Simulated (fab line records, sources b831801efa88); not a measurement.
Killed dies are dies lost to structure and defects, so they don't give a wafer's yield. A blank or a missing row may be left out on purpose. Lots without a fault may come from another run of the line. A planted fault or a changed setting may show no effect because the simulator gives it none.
fab line records | flow gf180mcu
record lots=24 wafers=72 last_day=34
route steps=602 shown VT_IMPLANT@110 V2@396 V3@431 M4@458
lots that met no fault: from a run of the same line without faults
start_h: hours from the record's first day to the start of the lot's first wafer shown | wait_h: hours since the lot's step before | " the same as in the row above | L1.1+2: a row that stands for several wafers | - no value, or no start given | * or withheld: withheld | < > ~ a bound
route shown NAME@n: a module of which the file shows steps, and the number in the route of the first | usual: mean/standard deviation of fault-free wafers | same: alike in all rows | chamber/n: place in a boat | sites: the reading at each site | _std_site: their standard deviation | _edge_site: outer sites' mean less inner sites' | radius_mm: how far each site lies from the wafer's centre | mask NAME#n: copy n | behind: the tool/chamber that last shaped the wafer | hold: why the lot was held/for how many hours/how that ended | device: the transistor (n, p or np) that didn't switch | end of line: the same wafers' tests at the end of the route | a step without rows: its recipe alone | killed: dies lost to structure and defects at the first sort, not the wafer's yield | map: a wafer's dies, x killed, . not, _ none there
set.NAME: the setting as run; set.NAME@STEP: as run at that earlier step | model.NAME: the simulator's own value behind a step, which no gauge read
steps of the route over a sample of lots; a table a step, a row a wafer
services: from which hour (start_h, from the record's first day; less than 0 if before it) a tool's chamber was out of use, for how many hours, and why
## steps
# step GF_VT_IMPLANT_STRIP_20
# recipe chemistry=O2/N2 power_w=1400 pressure_mtorr=1500 platen_temp_c=250 o2_flow_sccm=3000 n2_flow_sccm=300 overash_fraction=0.5
# usual drypump_motor_current_A=5.9/0.44 heater_power_w=353/37 oes_product_au=0.717/0.0048 strip_time_to_endpoint_s=12.63/0.033
# columns lot.wafer tool chamber start_h wait_h drypump_motor_current_A heater_power_w oes_product_au rf_hours_counter_h strip_time_to_endpoint_s
L074.2 plasma_asher-02 0 127.54 0.1 5.6 337 0.711 49 12.62
L074.5 " 0 " " 5.6 328 0.716 - 12.65
L074.6 " 1 " " 5.4 318 0.721 - 12.64
L075.1 plasma_asher-04 1 133.09 0.1 5.6 401 0.713 32 12.69
L075.2 " 0 " " 6.1 310 0.715 32 12.70
L075.4 " 1 " " 5.6 414 0.718 - 12.63
L076.2 plasma_asher-04 0 139.84 0.1 6.1 316 0.715 33 12.60
L076.3 " 1 " " 5.6 405 0.725 - 12.64
L076.4 " 0 " " 6.1 303 0.714 - 12.60
L077.2 plasma_asher-01 0 145.92 0.1 6.7 346 0.719 50 12.63
L077.3 " 1 " " 5.6 384 0.714 - 12.69
L077.6 " 1 " " 5.6 390 0.707 - 12.63
L078.3 plasma_asher-04 0 150.57 0.1 6.1 315 0.724 - 12.68
L078.4 " 1 " " 5.6 397 0.714 - 12.63
L078.5 " 1 " " 5.6 400 0.718 - 12.67
L079.1 plasma_asher-01 1 155.69 0.1 5.6 385 0.717 51 12.63
L079.4 " 0 " " 6.7 347 0.714 - 12.63
L079.5 " 1 " " 5.6 386 0.718 - 12.63
L080.2 plasma_asher-02 1 162.03 0.1 5.4 324 0.712 52 12.62
L080.3 " 1 " " 5.5 322 0.721 - 12.59
L080.4 " 0 " " 5.6 336 0.714 - 12.65
L081.3 plasma_asher-02 0 168.81 0.1 5.6 329 0.715 - 12.58
L081.4 " 1 " " 5.4 321 0.718 - 12.62
L081.6 " 0 " " 5.6 352 0.706 - 12.65
L082.3 plasma_asher-02 1 173.67 0.1 5.4 323 0.711 - 12.59
L082.4 " 0 " " 5.6 324 0.710 - 12.60
L082.5 " 1 " " 5.5 324 0.710 - 12.65
L083.1 plasma_asher-04 1 180.68 0.1 5.6 409 0.715 37 12.66
L083.2 " 0 " " 6.1 310 0.718 37 12.62
L083.6 " 0 " " 6.1 312 0.718 - 12.58
L084.1 plasma_asher-01 0 188.90 0.1 6.7 341 0.710 54 12.64
L084.2 " 1 " " 5.6 384 0.712 54 12.69
L084.5 " 0 " " 6.7 342 0.713 - 12.63
L085.1 plasma_asher-04 1 196.04 0.1 5.6 418 0.721 38 12.64
L085.3 " 0 " " 6.1 307 0.711 - 12.64
L085.6 " 1 " " 5.6 405 0.720 - 12.64
L086.2 plasma_asher-04 0 198.75 0.1 6.1 298 0.714 39 12.57
L086.4 " 1 " " 5.6 407 0.713 - 12.62
L086.6 " 1 " " 5.6 409 0.715 - 12.60
L087.1 plasma_asher-04 0 204.95 0.1 6.1 306 0.708 39 12.64
L087.4 " 1 " " 5.7 398 0.703 - 12.63
L087.6 " 0 " " 6.1 314 0.723 - 12.64
L088.1 plasma_asher-01 1 214.63 0.1 5.6 400 0.723 56 12.62
L088.3 " 1 " " 5.6 387 0.714 - 12.60
L088.6 " 1 " " 5.6 397 0.714 - 12.62
L089.2 plasma_asher-04 1 219.73 0.1 5.6 411 0.720 41 12.61
L089.4 " 1 " " 5.6 394 0.718 - 12.62
L089.5 " 0 " " 6.1 303 0.707 - 12.63
L090.2 plasma_asher-02 0 230.88 0.1 5.6 324 0.714 60 12.61
L090.3 " 1 " " 5.5 321 0.714 - 12.66
L090.6 " 1 " " 5.5 323 0.718 - 12.63
L091.1 plasma_asher-01 1 244.18 0.1 5.6 386 0.722 59 12.68
L091.4 " 0 " " 6.7 331 0.718 - 12.71
L091.5 " 1 " " 5.6 387 0.709 - 12.66
L092.1 plasma_asher-01 0 255.55 0.1 6.7 334 0.721 60 12.60
L092.4 " 0 " " 6.7 346 0.717 - 12.58
L092.6 " 1 " " 5.6 389 0.726 - 12.63
L094.1 plasma_asher-01 0 258.53 0.1 6.7 344 0.714 61 12.58
L094.2 " 1 " " 5.6 387 0.710 61 12.61
L094.5 " 0 " " 6.7 339 0.708 - 12.64
L093.1 plasma_asher-04 0 259.18 0.1 6.1 314 0.718 45 12.63
L093.2 " 1 " " 5.6 398 0.715 45 12.68
L093.3 " 1 " " 5.6 392 0.714 - 12.69
L095.3 plasma_asher-01 0 262.92 0.1 6.7 342 0.716 - 12.62
L095.5 " 0 " " 6.7 349 0.724 - 12.68
L095.6 " 1 " " 5.6 387 0.717 - 12.66
L096.2 plasma_asher-02 0 274.55 0.1 5.6 340 0.724 64 12.64
L096.3 " 0 " " 5.6 337 0.713 - 12.60
L096.6 " 1 " " 5.4 312 0.715 - 12.63
L097.2 plasma_asher-04 1 275.03 0.1 5.6 416 0.719 47 12.57
L097.3 " 1 " " 5.7 405 0.717 - 12.57
L097.6 " 0 " " 6.1 304 0.715 - 12.59
# step GF_VT_IMPLANT_STRIP_42
# recipe chemistry=O2/N2 power_w=1400 pressure_mtorr=1500 platen_temp_c=250 o2_flow_sccm=3000 n2_flow_sccm=300 overash_fraction=0.5
# usual drypump_motor_current_A=5.8/0.43 heater_power_w=350/36 oes_product_au=0.715/0.0046 strip_time_to_endpoint_s=12.63/0.035
# columns lot.wafer tool chamber start_h wait_h drypump_motor_current_A heater_power_w oes_product_au rf_hours_counter_h strip_time_to_endpoint_s
L074.2 plasma_asher-02 1 158.24 0.1 5.4 328 0.714 52 12.66
L074.5 " 0 " " 5.6 340 0.716 - 12.64
L074.6 " 1 " " 5.5 328 0.713 - 12.62
L075.1 plasma_asher-02 0 163.79 0.1 5.6 337 0.712 53 12.64
L075.2 " 1 " " 5.4 320 0.713 53 12.64
L075.4 " 1 " " 5.4 323 0.721 - 12.66
L076.2 plasma_asher-01 1 170.99 0.1 5.6 380 0.719 52 12.68
L076.3 " 0 " " 6.7 338 0.718 - 12.72
L076.4 " 1 " " 5.6 394 0.716 - 12.63
L077.2 plasma_asher-01 1 178.35 0.1 5.6 387 0.712 53 12.61
L077.3 " 0 " " 6.7 344 0.720 - 12.63
L077.6 " 0 " " 6.7 341 0.709 - 12.62
L078.3 plasma_asher-02 1 183.02 0.1 5.5 322 0.711 - 12.63
L078.4 " 0 " " 5.6 342 0.713 - 12.65
L078.5 " 1 " " 5.4 320 0.724 - 12.64
L079.1 plasma_asher-04 1 188.24 0.1 5.6 399 0.721 38 12.59
L079.4 " 1 " " 5.6 402 0.711 - 12.60
L079.5 " 0 " " 6.1 317 0.720 - 12.57
L080.2 plasma_asher-01 1 195.95 0.1 5.6 392 0.711 55 12.66
L080.3 " 1 " " 5.6 401 0.713 - 12.64
L080.4 " 0 " " 6.7 348 0.717 - 12.64
L081.3 plasma_asher-04 1 202.96 0.1 5.6 403 0.718 - 12.65
L081.4 " 0 " " 6.1 305 0.717 - 12.67
L081.6 " 0 " " 6.1 306 0.714 - 12.64
L082.3 plasma_asher-04 1 208.16 0.1 5.6 406 0.714 - 12.68
L082.4 " 0 " " 6.1 314 0.718 - 12.68
L082.5 " 0 " " 6.1 310 0.712 - 12.66
L083.1 plasma_asher-04 1 215.78 0.1 5.6 397 0.715 40 12.67
L083.2 " 0 " " 6.1 313 0.708 40 12.69
L083.6 " 0 " " 6.1 307 0.707 - 12.67
L084.1 plasma_asher-01 1 225.43 0.1 5.6 376 0.722 57 12.62
L084.2 " 0 " " 6.7 344 0.716 57 12.58
L084.5 " 0 " " 6.7 349 0.717 - 12.59
L085.1 plasma_asher-02 0 232.45 0.1 5.6 333 0.714 60 12.63
L085.3 " 0 " " 5.6 338 0.709 - 12.60
L085.6 " 1 " " 5.4 314 0.711 - 12.63
L086.2 plasma_asher-04 0 235.08 0.1 6.1 303 0.713 43 12.63
L086.4 " 1 " " 5.6 404 0.716 - 12.62
L086.6 " 0 " " 6.1 307 0.720 - 12.62
L087.1 plasma_asher-02 1 241.03 0.1 5.4 314 0.719 61 12.66
L087.4 " 0 " " 5.6 336 0.713 - 12.67
L087.6 " 1 " " 5.5 310 0.715 - 12.66
L088.1 plasma_asher-02 1 251.53 0.1 5.4 325 0.722 62 12.67
L088.3 " 1 " " 5.5 320 0.717 - 12.62
L088.6 " 1 " " 5.5 321 0.721 - 12.63
L089.2 plasma_asher-04 1 256.08 0.1 5.6 403 0.726 45 12.59
L089.4 " 1 " " 5.6 413 0.712 - 12.55
L089.5 " 0 " " 6.1 313 0.717 - 12.57
L090.2 plasma_asher-04 1 268.48 0.1 5.6 399 0.724 46 12.60
L090.3 " 0 " " 6.1 314 0.717 - 12.57
L090.6 " 1 " " 5.6 403 0.716 - 12.58
L091.1 plasma_asher-04 0 282.90 0.1 6.1 301 0.722 47 12.60
L091.4 " 0 " " 6.1 308 0.709 - 12.61
L091.5 " 1 " " 5.6 402 0.711 - 12.62
L092.1 plasma_asher-01 0 295.63 0.1 6.7 347 0.725 65 12.64
L092.4 " 0 " " 6.7 344 0.709 - 12.63
L092.6 " 0 " " 6.7 342 0.719 - 12.62
L094.1 plasma_asher-01 0 298.93 0.1 6.7 337 0.702 65 12.55
L094.2 " 1 " " 5.6 384 0.719 65 12.60
L094.5 " 1 " " 5.6 387 0.717 - 12.56
L093.1 plasma_asher-04 1 299.63 0.1 5.6 401 0.713 49 12.68
L093.2 " 0 " " 6.1 309 0.715 49 12.68
L093.3 " 0 " " 6.1 310 0.719 - 12.66
L095.3 plasma_asher-02 1 302.88 0.1 5.4 318 0.723 - 12.64
L095.5 " 0 " " 5.6 336 0.715 - 12.65
L095.6 " 1 " " 5.4 324 0.713 - 12.64
L096.2 plasma_asher-02 1 315.85 0.1 5.5 325 0.715 69 12.62
L096.3 " 1 " " 5.4 325 0.713 - 12.60
L096.6 " 1 " " 5.4 330 0.717 - 12.59
L097.2 plasma_asher-01 0 316.28 0.1 6.7 350 0.712 67 12.64
L097.3 " 1 " " 5.6 389 0.710 - 12.62
L097.6 " 0 " " 6.8 348 0.721 - 12.61
# step GF_V2_CD_MEAS_14
# recipe target_cd_nm=260
# usual cd_nm=259.8/1.2
# columns lot.wafer tool chamber start_h wait_h cd_nm
L074.2 cd_sem-02 - 464.58 0.1 262.0
L074.5 " - " " 261.7
L074.6 " - " " 260.6
L075.1 cd_sem-02 - 474.41 0.1 259.3
L075.2 " - " " 258.2
L075.4 " - " " 259.5
L076.2 cd_sem-01 - 486.31 0.1 258.7
L076.3 " - " " 259.2
L076.4 " - " " 258.8
L077.2 cd_sem-01 - 490.65 0.2 261.1
L077.3 " - " " 259.8
L077.6 " - " " 260.5
L078.3 cd_sem-01 - 505.33 0.1 260.6
L078.4 " - " " 259.5
L078.5 " - " " 260.3
L079.1 cd_sem-01 - 509.74 0.1 261.0
L079.4 " - " " 260.6
L079.5 " - " " 261.1
L080.2 cd_sem-01 - 519.61 0.1 257.3
L080.3 " - " " 258.7
L080.4 " - " " 257.9
L081.3 cd_sem-01 - 530.93 0.1 259.3
L081.4 " - " " 259.1
L081.6 " - " " 257.8
L082.3 cd_sem-01 - 536.73 0.1 258.2
L082.4 " - " " 257.9
L082.5 " - " " 258.9
L083.1 cd_sem-02 - 545.24 0.1 260.8
L083.2 " - " " 260.1
L083.6 " - " " 261.7
L084.1 cd_sem-02 - 559.51 0.1 260.5
L084.2 " - " " 259.6
L084.5 " - " " 259.9
L085.1 cd_sem-02 - 563.51 0.1 260.4
L085.3 " - " " 260.7
L085.6 " - " " 260.2
L086.2 cd_sem-02 - 566.51 0.1 260.4
L086.4 " - " " 259.7
L086.6 " - " " 260.4
L087.1 cd_sem-01 - 572.54 0.1 260.3
L087.4 " - " " 260.0
L087.6 " - " " 260.1
L088.1 cd_sem-02 - 584.96 0.2 259.1
L088.3 " - " " 259.1
L088.6 " - " " 260.3
L089.2 cd_sem-02 - 592.61 0.1 261.5
L089.4 " - " " 260.8
L089.5 " - " " 262.2
L090.2 cd_sem-02 - 606.31 0.1 259.6
L090.3 " - " " 258.9
L090.6 " - " " 258.0
L091.1 cd_sem-02 - 620.19 0.1 260.6
L091.4 " - " " 259.5
L091.5 " - " " 259.4
L092.1 cd_sem-01 - 633.61 0.2 258.8
L092.4 " - " " 258.4
L092.6 " - " " 258.3
L094.1 cd_sem-02 - 636.39 0.1 258.8
L094.2 " - " " 258.7
L094.5 " - " " 259.6
L093.1 cd_sem-01 - 637.26 0.1 262.1
L093.2 " - " " 261.5
L093.3 " - " " 260.8
L095.3 cd_sem-01 - 638.93 0.1 260.0
L095.5 " - " " 259.5
L095.6 " - " " 260.4
L096.2 cd_sem-01 - 653.61 0.1 259.7
L096.3 " - " " 260.3
L096.6 " - " " 260.2
L097.2 cd_sem-01 - 656.71 0.1 262.2
L097.3 " - " " 260.7
L097.6 " - " " 261.1
# step GF_V2_SPUTTER_21
# recipe material=Ti target_thk_nm=15 chamber_pressure_pa=5 power_w=2500 substrate_temp_c=200 time_s=80.02
# usual throttle_valve_pct=29.7/0.6
# columns lot.wafer tool chamber start_h wait_h throttle_valve_pct
L074.2 pvd_sputter-02 - 465.38 0.0 29.3
L074.5 " - " " 30.1
L074.6 " - " " 30.0
L075.1 pvd_sputter-03 - 475.23 0.0 29.8
L075.2 " - " " 30.1
L075.4 " - " " 29.0
L076.2 pvd_sputter-04 - 487.11 0.0 30.3
L076.3 " - " " 29.0
L076.4 " - " " 28.9
L077.2 pvd_sputter-02 - 491.45 0.0 30.1
L077.3 " - " " 29.3
L077.6 " - " " 29.1
L078.3 pvd_sputter-04 - 506.11 0.0 29.8
L078.4 " - " " 29.2
L078.5 " - " " 28.6
L079.1 pvd_sputter-03 - 510.56 0.0 30.5
L079.4 " - " " 30.3
L079.5 " - " " 30.7
L080.2 pvd_sputter-02 - 520.41 0.0 29.9
L080.3 " - " " 30.0
L080.4 " - " " 29.2
L081.3 pvd_sputter-02 - 531.71 0.0 29.5
L081.4 " - " " 30.0
L081.6 " - " " 29.3
L082.3 pvd_sputter-03 - 537.51 0.0 29.1
L082.4 " - " " 30.7
L082.5 " - " " 29.8
L083.1 pvd_sputter-03 - 546.06 0.0 29.7
L083.2 " - " " 28.9
L083.6 " - " " 29.8
L084.1 pvd_sputter-03 - 560.33 0.0 30.4
L084.2 " - " " 28.9
L084.5 " - " " 30.9
L085.1 pvd_sputter-04 - 564.33 0.0 30.2
L085.3 " - " " 29.1
L085.6 " - " " 29.8
L086.2 pvd_sputter-04 - 567.35 0.0 29.7
L086.4 " - " " 29.0
L086.6 " - " " 29.0
L087.1 pvd_sputter-03 - 573.36 0.0 29.7
L087.4 " - " " 29.1
L087.6 " - " " 29.7
L088.1 pvd_sputter-02 - 585.82 0.0 30.1
L088.3 " - " " 29.1
L088.6 " - " " 30.3
L089.2 pvd_sputter-04 - 593.41 0.0 28.8
L089.4 " - " " 29.8
L089.5 " - " " 28.8
L090.2 pvd_sputter-03 - 607.20 0.0 29.8
L090.3 " - " " 30.7
L090.6 " - " " 30.7
L091.1 pvd_sputter-04 - 621.07 0.0 30.1
L091.4 " - " " 29.1
L091.5 " - " " 30.0
L092.1 pvd_sputter-03 - 634.44 0.0 30.3
L092.4 " - " " 29.1
L092.6 " - " " 29.1
L094.1 pvd_sputter-02 - 637.64 0.0 30.1
L094.2 " - " " 29.4
L094.5 " - " " 29.5
L093.1 pvd_sputter-03 - 638.17 0.0 29.3
L093.2 " - " " 30.6
L093.3 " - " " 30.1
L095.3 pvd_sputter-02 - 640.05 0.0 30.1
L095.5 " - " " 30.3
L095.6 " - " " 29.8
L096.2 pvd_sputter-04 - 654.41 0.0 28.8
L096.3 " - " " 30.4
L096.6 " - " " 28.8
L097.2 pvd_sputter-03 - 657.60 0.0 30.3
L097.3 " - " " 29.0
L097.6 " - " " 29.0
# step GF_V3_CVD_02
# recipe material=SiO2 target_thk_nm=850 precursor=TEOS temp_c=400 time_s=94.851 rf_w=600
# usual heater_power_outer_w=383/61 heater_power_w=661/71
# columns lot.wafer tool chamber start_h wait_h heater_power_outer_w heater_power_w
L074.2 pecvd-01 0 491.46 0.0 403 693
L074.5 " 0 " " 314 569
L074.6 " 1 " " 364 625
L075.1 pecvd-04 2 501.25 0.1 423 685
L075.2 " 0 " " 327 563
L075.4 " 0 " " 361 589
L076.2 pecvd-01 1 512.92 0.0 370 635
L076.3 " 2 " " 365 612
L076.4 " 2 " " 362 645
L077.2 pecvd-01 0 517.34 0.0 381 689
L077.3 " 2 " " 277 522
L077.6 " 0 " " 407 713
L078.3 pecvd-01 2 531.49 0.0 296 539
L078.4 " 1 " " 412 686
L078.5 " 0 " " 422 715
L079.1 pecvd-01 0 535.67 0.1 414 710
L079.4 " 1 " " 415 684
L079.5 " 2 " " 366 646
L080.2 pecvd-04 0 545.04 0.0 354 578
L080.3 " 1 " " 259 532
L080.4 " 0 " " 368 610
L081.3 pecvd-03 2 556.83 0.1 440 753
L081.4 " 0 " " 492 774
L081.6 " 2 " " 316 622
L082.3 pecvd-01 0 562.07 0.0 381 690
L082.4 " 1 " " 410 668
L082.5 " 2 " " 379 665
L083.1 pecvd-04 0 570.07 0.1 367 581
L083.2 " 1 " " 255 522
L083.6 " 1 " " 302 584
L084.1 pecvd-04 2 584.38 0.1 497 784
L084.2 " 0 " " 397 651
L084.5 " 0 " " 301 505
L085.1 pecvd-03 1 588.19 0.1 340 631
L085.3 " 2 " " 415 735
L085.6 " 1 " " 378 680
L086.2 pecvd-01 2 591.05 0.0 371 654
L086.4 " 2 " " 280 519
L086.6 " 0 " " 363 656
L087.1 pecvd-01 0 596.69 0.1 390 686
L087.4 " 0 " " 405 717
L087.6 " 2 " " 376 652
L088.1 pecvd-03 0 609.72 0.1 409 660
L088.3 " 2 " " 418 753
L088.6 " 2 " " 318 600
L089.2 pecvd-03 2 616.93 0.0 438 772
L089.4 " 2 " " 315 614
L089.5 " 1 " " 372 673
L090.2 pecvd-01 1 629.77 0.0 395 683
L090.3 " 2 " " 356 634
L090.6 " 2 " " 385 667
L091.1 pecvd-03 0 642.66 0.1 488 760
L091.4 " 2 " " 380 717
L091.5 " 1 " " 409 693
L092.1 pecvd-03 2 656.11 0.1 386 718
L092.4 " 0 " " 389 649
L092.6 " 2 " " 420 737
L094.1 pecvd-01 2 659.28 0.1 352 614
L094.2 " 1 " " 390 649
L094.5 " 1 " " 401 677
L093.1 pecvd-03 0 659.97 0.1 423 703
L093.2 " 2 " " 342 621
L093.3 " 1 " " 387 692
L095.3 pecvd-03 2 661.71 0.0 325 612
L095.5 " 0 " " 390 646
L095.6 " 1 " " 370 689
L096.2 pecvd-01 1 675.69 0.0 386 638
L096.3 " 2 " " 297 546
L096.6 " 1 " " 407 680
L097.2 pecvd-04 0 679.35 0.0 404 655
L097.3 " 2 " " 539 841
L097.6 " 2 " " 402 677
# step GF_M4_SPUTTER_02
# recipe material=AlCu target_thk_nm=450 power_w=10600 time_s=23.9 chamber_pressure_pa=0.4
# usual throttle_valve_pct=29.6/0.77
# columns lot.wafer tool chamber start_h wait_h throttle_valve_pct
L074.2 pvd_sputter-02 - 517.45 0.0 29.3
L074.5 " - " " 29.2
L074.6 " - " " 30.3
L075.1 pvd_sputter-04 - 526.80 0.0 29.2
L075.2 " - " " 30.1
L075.4 " - " " 28.6
L076.2 pvd_sputter-04 - 537.75 0.0 28.7
L076.3 " - " " 29.7
L076.4 " - " " 30.4
L077.2 pvd_sputter-04 - 542.80 0.0 28.8
L077.3 " - " " 28.7
L077.6 " - " " 28.9
L078.3 pvd_sputter-04 - 556.53 0.0 28.8
L078.4 " - " " 30.1
L078.5 " - " " 30.0
L079.1 pvd_sputter-01 - 559.86 0.0 31.6
L079.4 " - " " 29.0
L079.5 " - " " 28.6
L080.2 pvd_sputter-04 - 569.66 0.0 28.7
L080.3 " - " " 30.3
L080.4 " - " " 29.9
L081.3 pvd_sputter-01 - 581.38 0.0 31.4
L081.4 " - " " 28.7
L081.6 " - " " 31.4
L082.3 pvd_sputter-04 - 586.23 0.0 28.8
L082.4 " - " " 30.6
L082.5 " - " " 29.3
L083.1 pvd_sputter-02 - 594.13 0.0 29.3
L083.2 " - " " 29.2
L083.6 " - " " 30.3
L084.1 pvd_sputter-01 - 607.64 0.0 31.4
L084.2 " - " " 28.5
L084.5 " - " " 29.4
L085.1 pvd_sputter-02 - 611.49 0.0 30.2
L085.3 " - " " 29.3
L085.6 " - " " 30.1
L086.2 pvd_sputter-02 - 614.59 0.0 30.1
L086.4 " - " " 29.5
L086.6 " - " " 29.3
L087.1 pvd_sputter-01 - 619.93 0.0 29.0
L087.4 " - " " 28.4
L087.6 " - " " 28.7
L088.1 pvd_sputter-02 - 632.55 0.0 29.8
L088.3 " - " " 29.3
L088.6 " - " " 29.7
L089.2 pvd_sputter-01 - 639.29 0.0 28.7
L089.4 " - " " 31.4
L089.5 " - " " 28.3
L090.2 pvd_sputter-02 - 652.35 0.0 30.1
L090.3 " - " " 29.5
L090.6 " - " " 29.3
L091.1 pvd_sputter-01 - 664.69 0.0 29.0
L091.4 " - " " 31.1
L091.5 " - " " 29.0
L092.1 pvd_sputter-02 - 677.73 0.0 29.1
L092.4 " - " " 29.7
L092.6 " - " " 30.2
L094.1 pvd_sputter-04 - 680.71 0.0 30.6
L094.2 " - " " 28.7
L094.5 " - " " 28.7
L093.1 pvd_sputter-02 - 681.16 0.0 30.1
L093.2 " - " " 29.2
L093.3 " - " " 30.1
L095.3 pvd_sputter-04 - 683.37 0.0 30.4
L095.5 " - " " 28.7
L095.6 " - " " 30.1
L096.2 pvd_sputter-01 - 696.92 0.0 31.8
L096.3 " - " " 28.6
L096.6 " - " " 29.1
L097.2 pvd_sputter-04 - 700.25 0.0 28.9
L097.3 " - " " 29.8
L097.6 " - " " 28.8
## services
# columns tool chamber start_h hours kind
plasma_asher-04 - 106.92 1.2 repair
pvd_sputter-04 - 184.32 3.7 repair
pvd_sputter-02 - 197.47 2.6 repair
pecvd-01 - 222.71 0.5 repair
plasma_asher-01 - 254.43 0.4 repair
plasma_asher-01 - 292.08 0.5 repair
plasma_asher-01 - 304.34 0.5 repair
plasma_asher-02 - 420.85 3.1 repair
plasma_asher-01 - 421.25 9.0 pm
plasma_asher-04 - 427.98 0.6 repair
plasma_asher-01 - 435.29 1.3 repair
plasma_asher-04 - 474.52 2.8 pm
plasma_asher-04 - 482.36 15.6 pm
pvd_sputter-04 - 510.74 0.5 repair
plasma_asher-01 - 512.36 2.8 pm
plasma_asher-02 - 532.41 0.5 repair
plasma_asher-01 - 537.22 1.6 repair
plasma_asher-02 - 543.27 1.9 repair
pvd_sputter-02 - 557.42 12.3 repair
plasma_asher-01 - 614.20 1.7 repair
plasma_asher-04 - 624.30 3.5 repair
plasma_asher-02 - 648.91 2.8 pm
plasma_asher-02 - 660.27 14.6 pm
plasma_asher-04 - 694.18 1.5 repair
## key
fault none
